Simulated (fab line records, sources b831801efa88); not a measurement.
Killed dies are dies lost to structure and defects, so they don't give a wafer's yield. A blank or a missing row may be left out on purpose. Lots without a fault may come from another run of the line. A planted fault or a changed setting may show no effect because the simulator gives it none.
Chamber matching | flow gf180mcu | GF_V5_CVD_02 on pecvd-03: 3 sister chambers
The step deposits SiO2 from TEOS, target thk 1450 nm, time 163.28 s. 6 wafers are shown with their chamber, then 8 later ones without.

WAFERS WITH THEIR CHAMBER
wafer  | chamber | heater_power_w (W)
L193.5 | 2       | 548
L194.4 | 1       | 465
L197.1 | 1       | 577
L197.2 | 2       | 628
L197.3 | 0       | 713
L200.2 | 0       | 836

WAFERS WITHOUT THEIR CHAMBER
wafer  | heater_power_w (W)
L200.3 | 582
L200.4 | 555
L204.4 | 663
L204.5 | 833
L204.6 | 460
L211.2 | 686
L211.3 | 849
L211.5 | 458

WHICH CHAMBER EACH WENT THROUGH
wafer  | from the rows above          | in truth
L200.3 | can't be placed: 2 or 1      | 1
L200.4 | can't be placed: 2 or 1      | 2
L204.4 | can't be placed: 2 or 0 or 1 | 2
L204.5 | 0                            | 0
L204.6 | can't be placed: 1 or 2      | 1
L211.2 | can't be placed: 0 or 2 or 1 | 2
L211.3 | 0                            | 0
L211.5 | can't be placed: 1 or 2      | 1
Placed correctly: 2 of 8. Can't be placed from these rows: 6 (the true chamber is among the candidates in 6). Placed wrongly: 0.
How it was worked out, from the rows above alone: a wafer's distance from a chamber is the root of the sum, over the readings, of the square of ((its reading less the chamber's mean) divided by the reading's scatter). The wafer belongs to the nearest chamber; if the next one is less than 2 further off, it can't be placed. A chamber's mean is the mean of its shown wafers. The scatter: the root of (the sum of the squares of (reading less its chamber's mean) over the shown wafers, divided by (wafers less chambers)).
